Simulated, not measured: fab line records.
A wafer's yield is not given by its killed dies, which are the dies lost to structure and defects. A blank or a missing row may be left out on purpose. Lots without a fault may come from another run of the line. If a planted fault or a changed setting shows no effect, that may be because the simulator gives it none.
Which tool was responsible? -- flow sfq_line -- 16 lots with 48 wafers sampled at 3 steps, on a route of 325 steps

WHAT EACH GAUGE READ, for each wafer
SFQ_I2_OVL_MEAS_918.
lot,measured,on,I2_OVL (nm)
L565,day 36 16:13,overlay-01,4 0 7
L566,day 37 10:37,overlay-02,0 2 0
L567,day 44 01:33,overlay-02,0 -8 -1
L569,day 44 11:17,overlay-01,0 -1 -2
L570,day 44 13:40,overlay-02,-4 -4 4
L571,day 44 22:04,overlay-02,-12 -11 -6
L572,day 45 02:52,overlay-02,-4 -7 -7
L573,day 45 05:17,overlay-02,-8 -6 -7
L574,day 45 11:17,overlay-02,4 4 2
L575,day 45 14:53,overlay-02,8 6 2
L576,day 45 18:29,overlay-02,-17 -6 -10
L577,day 45 23:17,overlay-02,-12 -7 -6
L578,day 46 00:28,overlay-01,-2 -3 -1
L579,day 46 02:52,overlay-02,-10 -8 -4
L580,day 46 06:29,overlay-01,7 6 4
L581,day 46 08:52,overlay-01,-4 -8 -8

WHICH TOOL RAN EACH LOT (tool, then ch and the chambers of the sampled wafers, then the start)
lot,SFQ_TRILAYER_M2_DEP_SPUTTER_055,SFQ_TRILAYER_I2_METRO_MEASURE_065
L565,"pvd_sputter-06, day 29 09:28","film_metro-01, day 36 01:03"
L566,"pvd_sputter-05, day 30 17:34","film_metro-04, day 37 04:03"
L567,"pvd_sputter-06, day 31 12:46","film_metro-04, day 38 08:39"
L569,"pvd_sputter-05, day 32 03:31","film_metro-03, day 38 19:27"
L570,"pvd_sputter-06, day 32 09:16","film_metro-03, day 38 22:03"
L571,"pvd_sputter-04, day 33 03:17","film_metro-04, day 39 08:39"
L572,"pvd_sputter-05, day 33 04:28","film_metro-04, day 39 11:39"
L573,"pvd_sputter-04, day 33 09:52","film_metro-01, day 39 14:51"
L574,"pvd_sputter-06, day 33 14:40","film_metro-01, day 40 00:07"
L575,"pvd_sputter-05, day 33 15:17","film_metro-04, day 40 03:05"
L576,"pvd_sputter-05, day 33 22:28","film_metro-01, day 40 09:19"
L577,"pvd_sputter-06, day 33 23:40","film_metro-03, day 40 12:05"
L578,"pvd_sputter-04, day 34 06:52","film_metro-01, day 40 11:55"
L579,"pvd_sputter-06, day 34 08:05","film_metro-01, day 40 14:53"
L580,"pvd_sputter-05, day 34 12:52","film_metro-03, day 40 18:05"
L581,"pvd_sputter-05, day 34 18:52","film_metro-04, day 40 20:55"
- SFQ_TRILAYER_M2_DEP_SPUTTER_055: material Nb, target thk 200 nm, time 133.3 s.
- SFQ_TRILAYER_I2_METRO_MEASURE_065

AS READ BY THE TOOLS THEMSELVES (means over the sampled wafers that have a number; for cases with no such wafer, the mark the record gives instead)
SFQ_TRILAYER_M2_DEP_SPUTTER_055.
lot,tool,throttle_valve_pct (%)
L565,pvd_sputter-06,31.1
L566,pvd_sputter-05,29.9
L567,pvd_sputter-06,31.6
L569,pvd_sputter-05,30.3
L570,pvd_sputter-06,31.1
L571,pvd_sputter-04,28.9
L572,pvd_sputter-05,30.6
L573,pvd_sputter-04,28.5
L574,pvd_sputter-06,30.8
L575,pvd_sputter-05,30.0
L576,pvd_sputter-05,30.8
L577,pvd_sputter-06,30.2
L578,pvd_sputter-04,31.2
L579,pvd_sputter-06,30.2
L580,pvd_sputter-05,30.3
L581,pvd_sputter-05,30.8

SFQ_TRILAYER_I2_METRO_MEASURE_065.
lot,tool,thk_nm (nm)
L565,film_metro-01,199.9
L566,film_metro-04,198.7
L567,film_metro-04,200.0
L569,film_metro-03,199.0
L570,film_metro-03,198.5
L571,film_metro-04,199.8
L572,film_metro-04,200.6
L573,film_metro-01,200.7
L574,film_metro-01,197.9
L575,film_metro-04,199.3
L576,film_metro-01,198.7
L577,film_metro-03,200.8
L578,film_metro-01,199.7
L579,film_metro-01,199.3
L580,film_metro-03,199.2
L581,film_metro-04,199.4

THE ANSWER, worked out from the rows above alone
Rule: what is usual is taken from the lots themselves. The widest of any qualifying gaps counts: lots, ordered by their means at a reading, are off when they make up no more than a third of the lots, leave a main group of 4 or more, and stand apart from it by 3 or more times the standard deviation of that group's means. A main group is skipped when, at the precision printed for the reading in the tables above, its means are all equal. A lot without any number at a reading at which 4 lots or more have one is off too. Any other lot the step has rows for is counted as sound. The gauges are gone through in route order, then the tools' own readings, and for those a lot's mean is taken as printed above. At the first step where some lot is off, the reading lying furthest off is the one used; lots without a number count as furthest.
Across all readings shown, no lot is off: no conclusion can be drawn from this.

WHAT WAS PUT IN BY THE SIMULATOR
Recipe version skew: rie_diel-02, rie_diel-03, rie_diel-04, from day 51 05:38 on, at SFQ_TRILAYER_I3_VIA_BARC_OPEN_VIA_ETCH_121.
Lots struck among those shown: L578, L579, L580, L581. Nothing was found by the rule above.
